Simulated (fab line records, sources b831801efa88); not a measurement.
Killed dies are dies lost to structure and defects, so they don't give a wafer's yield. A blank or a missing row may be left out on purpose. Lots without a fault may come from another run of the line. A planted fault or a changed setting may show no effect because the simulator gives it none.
Which tool did it? | flow gf180mcu | 6 lots, 18 wafers sampled, at 2 steps of a route of 602

WHAT THE GAUGES READ, wafer by wafer
GF_PSD_CD_MEAS_07: target cd 400 nm.
lot  | measured     | on        | cd_nm (nm)
L503 | day 16 16:25 | cd_sem-01 | 402.3 401.6 400.4
L505 | day 17 05:40 | cd_sem-02 | 401.4 400.4 399.9
L507 | day 18 00:20 | cd_sem-01 | 398.8 397.5 398.0
L512 | day 19 18:55 | cd_sem-01 | 402.6 401.7 399.8
L519 | day 22 00:59 | cd_sem-02 | 406.7 407.3 408.7
L524 | day 23 13:53 | cd_sem-02 | 403.0 402.1 401.9

WHICH TOOL RAN EACH LOT (tool, then ch and the chambers of the sampled wafers, then the start)
lot  | GF_PSD_DEVELOP_06
L503 | litho_track-03 ch 0, day 16 16:16
L505 | litho_track-03 ch 0, day 17 05:31
L507 | litho_track-03 ch 0, day 18 00:11
L512 | litho_track-03 ch 0, day 19 18:46
L519 | litho_track-03 ch 0, day 22 00:50
L524 | litho_track-01 ch 0, day 23 13:44
- GF_PSD_DEVELOP_06: develop time 60 s.

THE ANSWER, worked out from the rows above alone
Rule: what is usual is taken from the lots themselves. Put in order of their means at a reading, lots are off if they are a third of the lots or fewer, leave a main group of 4 or more, and stand apart from it by a gap of 3 or more times the standard deviation of the main group's means; of several such gaps the widest counts. A main group whose means are all the same, to the digits that the tables above print for the reading, isn't used. A lot without any number at a reading at which 4 lots or more have one is off too. The other lots that the step has rows for count as sound.
Off: L519, at GF_PSD_CD_MEAS_07 (cd_nm). The main group: mean 400.8 nm, standard deviation 1.4.
A tool fits if, at a process step before that reading, it ran every lot that is off, and no sound lot after the first of them. The gauges at GF_PSD_CD_MEAS_07 are tried like those tools. One fits: litho_track-03 at GF_PSD_DEVELOP_06. Its last sound lot is L512 (day 19 18:46), its first lot that is off L519 (day 22 00:50): a fault that began between those two fits.

WHAT THE SIMULATOR HAD PUT IN
Process parameter drift: litho_track-03, from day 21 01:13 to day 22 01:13, at GF_PSD_DEVELOP_06. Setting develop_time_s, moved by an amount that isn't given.
Lots struck among those shown: L519. The rule above found the same.
